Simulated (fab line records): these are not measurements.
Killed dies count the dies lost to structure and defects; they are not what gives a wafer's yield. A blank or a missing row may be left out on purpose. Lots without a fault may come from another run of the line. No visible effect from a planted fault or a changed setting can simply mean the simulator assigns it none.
Chamber matching -- flow gf180mcu -- GF_V2_CMP_04 on cmp-01 has 4 sister chambers
The step polishes SiO2. 4 wafers are shown with their chamber, then 8 later ones without.

== WAFERS PAIRED WITH THEIR CHAMBERS ==
wafer,chamber,motor-current-A (A)
L083.4,1,12.9
L089.1,0,9.7
L089.3,3,12.9
L090.1,2,13.6

== WAFERS WITHOUT THEIR CHAMBER ==
wafer,motor-current-A (A)
L090.2,14.2
L090.4,13.1
L092.2,13.8
L092.4,12.9
L092.5,10.1
L093.1,13.1
L093.4,13.6
L093.5,13.5

== WHICH CHAMBER EACH WENT THROUGH ==
wafer,from the rows above,in truth
L090.2,2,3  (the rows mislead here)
L090.4,can't be placed: 1 or 3 or 2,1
L092.2,2,2
L092.4,can't be placed: 1 or 3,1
L092.5,0,0
L093.1,can't be placed: 1 or 3 or 2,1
L093.4,2,2
L093.5,can't be placed: 2 or 1 or 3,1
Placed correctly: 3 of 8. Can't be placed from these rows: 4 (the true chamber is among the candidates in 4). Wrongly placed: 1.
How it was worked out, from the rows above alone: a wafer's distance from a chamber is the root of the sum, over the readings, of the square of ((its reading less the chamber's mean) divided by the reading's scatter). The wafer belongs to the nearest chamber; if the next one is less than 2 further off, it can't be placed. For every chamber, the mean is computed from those of its wafers that are shown. The scatter (one wafer shown for each chamber): square how far every hidden wafer sits from the nearest shown wafer, average those squares and take the square root.
